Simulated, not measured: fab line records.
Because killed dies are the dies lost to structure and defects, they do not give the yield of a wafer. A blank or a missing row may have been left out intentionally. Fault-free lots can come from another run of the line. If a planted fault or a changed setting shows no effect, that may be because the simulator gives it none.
Which tool did it? || flow gf180mcu || 13 lots with 39 wafers sampled at 4 steps, on a route of 602 steps

== WHAT THE GAUGES SHOWED, per wafer ==
GF_HV_LDD_THK_MEAS_55.
{"lot": "L660", "measured": "day 12 11:41", "on": "filmMetro-02", "HV_LDD_CVD_54_THK (nm)": "10.22 10.07 10.16"}
{"lot": "L661", "measured": "day 12 17:55", "on": "filmMetro-03", "HV_LDD_CVD_54_THK (nm)": "9.75 9.93 9.90"}
{"lot": "L663", "measured": "day 13 10:16", "on": "filmMetro-03", "HV_LDD_CVD_54_THK (nm)": "9.91 9.97 10.06"}
{"lot": "L664", "measured": "day 13 20:00", "on": "filmMetro-02", "HV_LDD_CVD_54_THK (nm)": "9.97 9.93 9.92"}
{"lot": "L666", "measured": "day 14 18:14", "on": "filmMetro-01", "HV_LDD_CVD_54_THK (nm)": "10.05 9.85 9.95"}
{"lot": "L667", "measured": "day 14 19:35", "on": "filmMetro-02", "HV_LDD_CVD_54_THK (nm)": "9.93 9.97 10.02"}
{"lot": "L669", "measured": "day 15 23:28", "on": "filmMetro-02", "HV_LDD_CVD_54_THK (nm)": "10.05 10.08 10.06"}
{"lot": "L670", "measured": "day 16 00:35", "on": "filmMetro-01", "HV_LDD_CVD_54_THK (nm)": "10.25 9.99 10.00"}
{"lot": "L672", "measured": "day 16 10:58", "on": "filmMetro-02", "HV_LDD_CVD_54_THK (nm)": "10.05 10.07 10.13"}
{"lot": "L674", "measured": "day 17 08:52", "on": "filmMetro-01", "HV_LDD_CVD_54_THK (nm)": "9.95 9.89 9.82"}
{"lot": "L680", "measured": "day 19 08:54", "on": "filmMetro-02", "HV_LDD_CVD_54_THK (nm)": "10.10 10.15 10.16"}
{"lot": "L682", "measured": "day 20 02:02", "on": "filmMetro-01", "HV_LDD_CVD_54_THK (nm)": "10.26 10.21 10.26"}
{"lot": "L683", "measured": "day 20 11:53", "on": "filmMetro-03", "HV_LDD_CVD_54_THK (nm)": "9.86 9.86 9.87"}

GF_SAB_THK_MEAS_01.
{"lot": "L660", "measured": "day 14 06:45", "on": "filmMetro-03", "SAB_CVD_00_THK (nm)": "48.9 50.0 49.7"}
{"lot": "L661", "measured": "day 14 14:12", "on": "filmMetro-03", "SAB_CVD_00_THK (nm)": "49.9 49.5 49.2"}
{"lot": "L663", "measured": "day 15 06:10", "on": "filmMetro-04", "SAB_CVD_00_THK (nm)": "50.0 49.9 51.0"}
{"lot": "L664", "measured": "day 15 15:55", "on": "filmMetro-02", "SAB_CVD_00_THK (nm)": "49.1 49.3 49.9"}
{"lot": "L666", "measured": "day 16 16:09", "on": "filmMetro-04", "SAB_CVD_00_THK (nm)": "49.1 48.5 49.7"}
{"lot": "L667", "measured": "day 16 18:07", "on": "filmMetro-02", "SAB_CVD_00_THK (nm)": "50.7 50.6 49.6"}
{"lot": "L669", "measured": "day 17 23:12", "on": "filmMetro-04", "SAB_CVD_00_THK (nm)": "49.2 50.1 50.3"}
{"lot": "L670", "measured": "day 18 00:52", "on": "filmMetro-02", "SAB_CVD_00_THK (nm)": "48.8 49.1 49.2"}
{"lot": "L672", "measured": "day 18 12:10", "on": "filmMetro-02", "SAB_CVD_00_THK (nm)": "49.0 49.0 49.5"}
{"lot": "L674", "measured": "day 19 11:31", "on": "filmMetro-04", "SAB_CVD_00_THK (nm)": "49.0 49.2 49.9"}
{"lot": "L680", "measured": "day 21 12:46", "on": "filmMetro-04", "SAB_CVD_00_THK (nm)": "26.5 49.8 49.9"}
{"lot": "L682", "measured": "day 22 04:25", "on": "filmMetro-04", "SAB_CVD_00_THK (nm)": "50.6 50.9 50.7"}
{"lot": "L683", "measured": "day 22 14:36", "on": "filmMetro-04", "SAB_CVD_00_THK (nm)": "50.1 49.9 51.2"}

== EACH LOT AND THE TOOL THAT RAN IT (in order: tool; ch and the chambers of the sampled wafers; start) ==
{"lot": "L660", "GF_HV_LDD_ETCHBACK_58": "rieDiel-04 ch 0,1,3, day 12 13:13", "GF_SAB_CVD_00": "pecvd-02 ch 0,1,2, day 14 06:43"}
{"lot": "L661", "GF_HV_LDD_ETCHBACK_58": "rieDiel-03 ch 1,2,3, day 12 19:28", "GF_SAB_CVD_00": "pecvd-04 ch 0,1,2, day 14 14:11"}
{"lot": "L663", "GF_HV_LDD_ETCHBACK_58": "rieDiel-02 ch 0,1,3, day 13 11:49", "GF_SAB_CVD_00": "pecvd-01 ch 0,1,2, day 15 06:08"}
{"lot": "L664", "GF_HV_LDD_ETCHBACK_58": "rieDiel-04 ch 0,1, day 13 21:32", "GF_SAB_CVD_00": "pecvd-02 ch 0,2, day 15 15:53"}
{"lot": "L666", "GF_HV_LDD_ETCHBACK_58": "rieDiel-02 ch 0,1, day 14 19:47", "GF_SAB_CVD_00": "pecvd-04 ch 0,2, day 16 16:08"}
{"lot": "L667", "GF_HV_LDD_ETCHBACK_58": "rieDiel-02 ch 0,1,3, day 14 21:08", "GF_SAB_CVD_00": "pecvd-01 ch 0,1, day 16 18:06"}
{"lot": "L669", "GF_HV_LDD_ETCHBACK_58": "rieDiel-02 ch 0,1,3, day 16 01:01", "GF_SAB_CVD_00": "pecvd-01 ch 1,2, day 17 23:11"}
{"lot": "L670", "GF_HV_LDD_ETCHBACK_58": "rieDiel-04 ch 1,2,3, day 16 02:08", "GF_SAB_CVD_00": "pecvd-04 ch 0,1, day 18 00:50"}
{"lot": "L672", "GF_HV_LDD_ETCHBACK_58": "rieDiel-03 ch 1,2, day 16 12:31", "GF_SAB_CVD_00": "pecvd-04 ch 0,1, day 18 12:09"}
{"lot": "L674", "GF_HV_LDD_ETCHBACK_58": "rieDiel-04 ch 0,1,2, day 17 10:25", "GF_SAB_CVD_00": "pecvd-04 ch 0,1, day 19 11:29"}
{"lot": "L680", "GF_HV_LDD_ETCHBACK_58": "rieDiel-04 ch 0,2, day 19 10:26", "GF_SAB_CVD_00": "pecvd-04 ch 0,1,2, day 21 12:44"}
{"lot": "L682", "GF_HV_LDD_ETCHBACK_58": "rieDiel-02 ch 1,2, day 20 03:34", "GF_SAB_CVD_00": "pecvd-01 ch 0,1,2, day 22 04:22"}
{"lot": "L683", "GF_HV_LDD_ETCHBACK_58": "rieDiel-03 ch 0,1, day 20 13:26", "GF_SAB_CVD_00": "pecvd-01 ch 0,1,2, day 22 14:34"}
- GF_HV_LDD_ETCHBACK_58: etches Si3N4 in CH3F/O2, stops on SiO2, time 100 s, target depth 90 nm.
- GF_SAB_CVD_00: deposits SiO2 from TEOS, target thk 50 nm, time 4.9302 s.

== AS READ BY THE TOOLS THEMSELVES (means over the sampled wafers that have a number; for cases with no such wafer, the mark the record gives instead) ==
GF_HV_LDD_ETCHBACK_58.
{"lot": "L660", "tool": "rieDiel-04", "ch3fFlowSccm (sccm)": 40.06, "drypumpMotorCurrentA (A)": 5.7, "oesProductAu (a.u.)": 0.844, "throttleValvePct (%)": 10.553}
{"lot": "L661", "tool": "rieDiel-03", "ch3fFlowSccm (sccm)": 40.15, "drypumpMotorCurrentA (A)": 5.7, "oesProductAu (a.u.)": 0.842, "throttleValvePct (%)": 10.560}
{"lot": "L663", "tool": "rieDiel-02", "ch3fFlowSccm (sccm)": 40.00, "drypumpMotorCurrentA (A)": 5.6, "oesProductAu (a.u.)": 0.832, "throttleValvePct (%)": 10.559}
{"lot": "L664", "tool": "rieDiel-04", "ch3fFlowSccm (sccm)": 40.08, "drypumpMotorCurrentA (A)": 6.1, "oesProductAu (a.u.)": 0.837, "throttleValvePct (%)": 10.563}
{"lot": "L666", "tool": "rieDiel-02", "ch3fFlowSccm (sccm)": 39.96, "drypumpMotorCurrentA (A)": 5.4, "oesProductAu (a.u.)": 0.846, "throttleValvePct (%)": 10.568}
{"lot": "L667", "tool": "rieDiel-02", "ch3fFlowSccm (sccm)": 39.99, "drypumpMotorCurrentA (A)": 5.6, "oesProductAu (a.u.)": 0.847, "throttleValvePct (%)": 10.560}
{"lot": "L669", "tool": "rieDiel-02", "ch3fFlowSccm (sccm)": 40.07, "drypumpMotorCurrentA (A)": 5.6, "oesProductAu (a.u.)": 0.847, "throttleValvePct (%)": 10.563}
{"lot": "L670", "tool": "rieDiel-04", "ch3fFlowSccm (sccm)": 39.94, "drypumpMotorCurrentA (A)": 5.2, "oesProductAu (a.u.)": 0.839, "throttleValvePct (%)": 10.569}
{"lot": "L672", "tool": "rieDiel-03", "ch3fFlowSccm (sccm)": 39.92, "drypumpMotorCurrentA (A)": 6.0, "oesProductAu (a.u.)": 0.847, "throttleValvePct (%)": 10.569}
{"lot": "L674", "tool": "rieDiel-04", "ch3fFlowSccm (sccm)": 40.05, "drypumpMotorCurrentA (A)": 5.7, "oesProductAu (a.u.)": 0.838, "throttleValvePct (%)": 10.558}
{"lot": "L680", "tool": "rieDiel-04", "ch3fFlowSccm (sccm)": 39.93, "drypumpMotorCurrentA (A)": 5.8, "oesProductAu (a.u.)": 0.842, "throttleValvePct (%)": 10.566}
{"lot": "L682", "tool": "rieDiel-02", "ch3fFlowSccm (sccm)": 40.01, "drypumpMotorCurrentA (A)": 5.9, "oesProductAu (a.u.)": 0.839, "throttleValvePct (%)": 10.558}
{"lot": "L683", "tool": "rieDiel-03", "ch3fFlowSccm (sccm)": 39.96, "drypumpMotorCurrentA (A)": 5.9, "oesProductAu (a.u.)": 0.838, "throttleValvePct (%)": 10.555}

GF_SAB_CVD_00.
{"lot": "L660", "tool": "pecvd-02", "heaterPowerW (W)": 464}
{"lot": "L661", "tool": "pecvd-04", "heaterPowerW (W)": 592}
{"lot": "L663", "tool": "pecvd-01", "heaterPowerW (W)": 601}
{"lot": "L664", "tool": "pecvd-02", "heaterPowerW (W)": 534}
{"lot": "L666", "tool": "pecvd-04", "heaterPowerW (W)": 540}
{"lot": "L667", "tool": "pecvd-01", "heaterPowerW (W)": 656}
{"lot": "L669", "tool": "pecvd-01", "heaterPowerW (W)": 584}
{"lot": "L670", "tool": "pecvd-04", "heaterPowerW (W)": 598}
{"lot": "L672", "tool": "pecvd-04", "heaterPowerW (W)": 620}
{"lot": "L674", "tool": "pecvd-04", "heaterPowerW (W)": 618}
{"lot": "L680", "tool": "pecvd-04", "heaterPowerW (W)": 538}
{"lot": "L682", "tool": "pecvd-01", "heaterPowerW (W)": 656}
{"lot": "L683", "tool": "pecvd-01", "heaterPowerW (W)": 641}

== THE ANSWER, worked out from the rows above alone ==
Rule: the lots themselves supply what counts as usual. The widest of any qualifying gaps counts: lots, ordered by their means at a reading, are off when they make up no more than a third of the lots, leave a main group of 4 or more, and stand apart from it by 3 or more times the standard deviation of that group's means. A main group is skipped when, at the precision printed for the reading in the tables above, its means are all equal. A lot without any number at a reading at which 4 lots or more have one is off too. Where the step has rows for the other lots, those lots are counted as sound. The gauges are gone through in route order, then the tools' own readings, and for those a lot's mean is taken as printed above. The first step at which some lot is off is used, and at that step the reading that is off furthest; a lot without a number counts as furthest.
Off: L680, seen at GF_SAB_THK_MEAS_01 (SAB_CVD_00_THK). The main group: mean 49.7 nm, standard deviation 0.55.
A tool fits if, at a process step before that reading, it ran every lot that is off, and no sound lot after the first of them. The gauges at GF_SAB_THK_MEAS_01 are tried like those tools. 2 tools fit, rieDiel-04 at GF_HV_LDD_ETCHBACK_58 and pecvd-04 at GF_SAB_CVD_00, so this cannot tell which one it is.

== WHAT THE SIMULATOR HAD INSERTED ==
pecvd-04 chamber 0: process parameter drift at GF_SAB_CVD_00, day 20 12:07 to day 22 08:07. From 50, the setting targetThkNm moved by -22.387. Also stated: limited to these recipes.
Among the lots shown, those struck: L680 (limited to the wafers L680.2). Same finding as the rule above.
